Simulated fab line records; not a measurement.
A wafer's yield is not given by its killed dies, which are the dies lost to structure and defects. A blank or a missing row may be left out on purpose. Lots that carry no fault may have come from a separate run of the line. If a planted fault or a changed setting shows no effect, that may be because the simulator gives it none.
Tool commonality check :: flow gf180mcu :: 14 lots, 42 wafers sampled

REASON IT WAS OPENED
At GF_CONTACT_THK_MEAS_01 the reading CONTACT_CVD_00_THK is flagged on 2 of 14 lots. Wafers without a fault read 303 nm, standard deviation 3.4.
Rule: a lot gets a flag if all its wafers with a number sit over 4 standard deviations from that mean, or if no wafer of it has a number. The other lots count as sound.

lot: L134
measured: day 15 22:06
on: film metro-03
CONTACT_CVD_00_THK (nm), wafer by wafer: 300 300 303
flag: 

lot: L135
measured: day 16 04:12
on: film metro-03
CONTACT_CVD_00_THK (nm), wafer by wafer: 304 301 309
flag: 

lot: L136
measured: day 16 09:52
on: film metro-04
CONTACT_CVD_00_THK (nm), wafer by wafer: 301 303 299
flag: 

lot: L138
measured: day 17 03:22
on: film metro-04
CONTACT_CVD_00_THK (nm), wafer by wafer: 594 603 601
flag: FLAGGED

lot: L139
measured: day 17 15:09
on: film metro-03
CONTACT_CVD_00_THK (nm), wafer by wafer: 597 605 604
flag: FLAGGED

lot: L142
measured: day 18 21:49
on: film metro-04
CONTACT_CVD_00_THK (nm), wafer by wafer: 304 300 302
flag: 

lot: L143
measured: day 19 06:40
on: film metro-04
CONTACT_CVD_00_THK (nm), wafer by wafer: 307 301 303
flag: 

lot: L145
measured: day 19 22:34
on: film metro-02
CONTACT_CVD_00_THK (nm), wafer by wafer: 299 305 303
flag: 

lot: L146
measured: day 20 06:22
on: film metro-02
CONTACT_CVD_00_THK (nm), wafer by wafer: 305 309 310
flag: 

lot: L147
measured: day 20 11:45
on: film metro-02
CONTACT_CVD_00_THK (nm), wafer by wafer: 308 310 307
flag: 

lot: L149
measured: day 21 12:41
on: film metro-04
CONTACT_CVD_00_THK (nm), wafer by wafer: 302 302 306
flag: 

lot: L151
measured: day 21 22:11
on: film metro-04
CONTACT_CVD_00_THK (nm), wafer by wafer: 299 303 300
flag: 

lot: L154
measured: day 22 21:18
on: film metro-03
CONTACT_CVD_00_THK (nm), wafer by wafer: 300 303 305
flag: 

lot: L155
measured: day 23 10:01
on: film metro-04
CONTACT_CVD_00_THK (nm), wafer by wafer: 300 302 311
flag: 
On average the flagged lots' numbers are 601 nm, which is +298 nm against the usual, or +88 standard deviations.

EACH LOT AND THE TOOL IT RAN ON
The record holds 1 process step before the reading, out of a route of 602 steps. Each cell gives the tool, then ch followed by the chambers the sampled wafers passed through, then the start.
lot: L134
flag: 
GF_CONTACT_CVD_00: hdpcvd-01 ch 0,1, day 15 22:04

lot: L135
flag: 
GF_CONTACT_CVD_00: hdpcvd-01 ch 0,1, day 16 04:09

lot: L136
flag: 
GF_CONTACT_CVD_00: hdpcvd-01 ch 0,1, day 16 09:49

lot: L138
flag: FLAGGED
GF_CONTACT_CVD_00: hdpcvd-02 ch 0,1,2, day 17 03:02

lot: L139
flag: FLAGGED
GF_CONTACT_CVD_00: hdpcvd-01 ch 0,1,2, day 17 14:53

lot: L142
flag: 
GF_CONTACT_CVD_00: hdpcvd-02 ch 0,1,2, day 18 21:46

lot: L143
flag: 
GF_CONTACT_CVD_00: hdpcvd-01 ch 0,1,2, day 19 06:37

lot: L145
flag: 
GF_CONTACT_CVD_00: hdpcvd-01 ch 0,1,2, day 19 22:31

lot: L146
flag: 
GF_CONTACT_CVD_00: hdpcvd-01 ch 0,1,2, day 20 06:18

lot: L147
flag: 
GF_CONTACT_CVD_00: hdpcvd-01 ch 0,1,2, day 20 11:42

lot: L149
flag: 
GF_CONTACT_CVD_00: hdpcvd-02 ch 0,1,2, day 21 12:38

lot: L151
flag: 
GF_CONTACT_CVD_00: hdpcvd-01 ch 0,2, day 21 22:08

lot: L154
flag: 
GF_CONTACT_CVD_00: hdpcvd-02 ch 0,1,2, day 22 21:15

lot: L155
flag: 
GF_CONTACT_CVD_00: hdpcvd-01 ch 1,2, day 23 09:58
What the steps here do:
- GF_CONTACT_CVD_00: deposits SiO2, target thk 300 nm, time 50 s.
- GF_CONTACT_THK_MEAS_01

FLAGGED OVER TOTAL, TOOL BY TOOL (the gauges that took the reading come last)
step: GF_CONTACT_CVD_00
tool: hdpcvd-01
lots run: 10
flagged: 1
share of the flagged lots: some
sound lots run after its first flagged lot: 6 (L143,L145,L146,L147,L151,L155)

step: GF_CONTACT_CVD_00
tool: hdpcvd-02
lots run: 4
flagged: 1
share of the flagged lots: some
sound lots run after its first flagged lot: 3 (L142,L149,L154)

step: GF_CONTACT_THK_MEAS_01
tool: film metro-02
lots run: 3
flagged: 0
share of the flagged lots: none
sound lots run after its first flagged lot: -

step: GF_CONTACT_THK_MEAS_01
tool: film metro-03
lots run: 4
flagged: 1
share of the flagged lots: some
sound lots run after its first flagged lot: 1 (L154)

step: GF_CONTACT_THK_MEAS_01
tool: film metro-04
lots run: 7
flagged: 1
share of the flagged lots: some
sound lots run after its first flagged lot: 5 (L142,L143,L149,L151,L155)

WHAT THE TABLE ALLOWS
No row of the table ran every flagged lot.

WHAT THE SIMULATOR HAD INSERTED
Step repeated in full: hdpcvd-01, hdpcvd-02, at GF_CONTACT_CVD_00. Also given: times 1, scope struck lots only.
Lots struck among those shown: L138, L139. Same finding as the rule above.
